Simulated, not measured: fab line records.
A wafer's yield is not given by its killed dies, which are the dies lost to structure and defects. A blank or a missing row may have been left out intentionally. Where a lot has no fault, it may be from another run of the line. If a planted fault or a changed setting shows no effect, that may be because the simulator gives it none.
Code-filled problem report in 8D (eight disciplines) form | flow gf180mcu | the parts of the form that need people (team, actions taken, sign-off) are left out

## 1. THE PROBLEM
Wafers free of any fault read 46.17 ohm/sq (standard deviation 0.11) for NSD_RS at GF_PSD_RS_MEAS_14, against a mean of 44.33 ohm/sq on 4 wafers of 3 lots. Measured from the usual mean, that is -17 standard deviations.
The step: measures by four-point-probe.
Earliest sighting: wafer L341.2 on film-metro-04 at day 17 23:27. Wafers with a number at this step in the record: 41, from 14 lots. Rule for "out", or "out of limits": more than 4 standard deviations from the usual mean. The rest of the wafers with a number are treated as sound.

## 2. WHAT THIS IS AND IS NOT
question                    | is                             | is not
which readings at this step | NSD_RS                         | -
which lots                  | L341, L342, L343               | L330, L331, L332, L333, L335, L336, L337, L347, L351, L352, L353
which wafers of those lots  | L341.2, L342.1, L342.2, L343.1 | L341.4, L341.5, L342.5, L343.5
read on which gauges        | film-metro-04                  | film-metro-02, film-metro-03
when                        | from day 17 23:27              | up to then (23 sound wafers); but 14 sound wafers of L342, L343, L347, L351, L352, L353 came after

## 3. WHAT RULES OUT EACH SUSPECT
Counting: a tool at a process step up to the reading stays a suspect if it ran every lot that is out. Sound lots after the first of them don't rule it out here, since some wafers of a struck lot are sound.
- ruled out: the gauge at GF_PSD_RS_MEAS_14. All the wafers that are out were read on film-metro-04, but those of them that GF_PSD_RTA_13 has rows for are out there too, on other tools.
- rtp-anneal-02 at GF_PSD_RTA_13 (time 20 s): kept. Ran every lot that is out, first one L341 (day 17 23:22); last sound lot up to then L336 (day 16 09:59). On those wafers its own readings are out: run-length-s.
The count leaves rtp-anneal-02 at GF_PSD_RTA_13.

## 4. THE CAUSE (what the simulator had put in)
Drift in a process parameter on rtp-anneal-02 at GF_PSD_RTA_13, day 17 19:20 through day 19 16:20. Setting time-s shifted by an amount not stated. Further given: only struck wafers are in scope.
The count eliminated every tool but this one.

## 5. THE EFFECT CHAIN, in route order
Rows list readings where the struck wafers' mean (over those with a number) sits beyond 3 standard deviations from the usual. Only readings for which the record gives a usual standard deviation are gone through. hours: the time from each lot's start at the first step in this table that gives one to its start at this step, as a median over the lots. sigmas: the change in usual standard deviations.
hours | step              | reading      | usual         | on struck wafers | change | sigmas
0     | GF_PSD_RTA_13     | run-length-s | 48.88 s       | 58.44            | +9.56  | +53
0     | GF_PSD_RS_MEAS_14 | NSD_RS       | 46.17 ohm/sq  | 44.33            | -1.84  | -17
0     | GF_PSD_RS_MEAS_15 | PSD_RS       | 108.65 ohm/sq | 104.62           | -4.03  | -13
Its process steps:
- GF_PSD_RTA_13: time 20 s.
At these later measuring or inspecting steps, every struck wafer for which the step has a row has a number for every such reading, and none has moved that far: GF_SAB_THK_MEAS_01, GF_CONTACT_THK_MEAS_26.

## 6. HOW IT WOULD HAVE BEEN CAUGHT EARLIER
In this record the first reading out of limits at a measuring or inspecting step was taken at day 17 23:27, 4 hours after the fault began at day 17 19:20.
Tool's own readings at GF_PSD_RTA_13, run-length-s: out on all struck wafers the step has rows for; an alarm limit on them would have tripped on the first.
Among the 3 lots that are out, L342, L343 began GF_PSD_RTA_13 on rtp-anneal-02 after day 17 23:27. A hold on the tool at that time would have spared those 2.
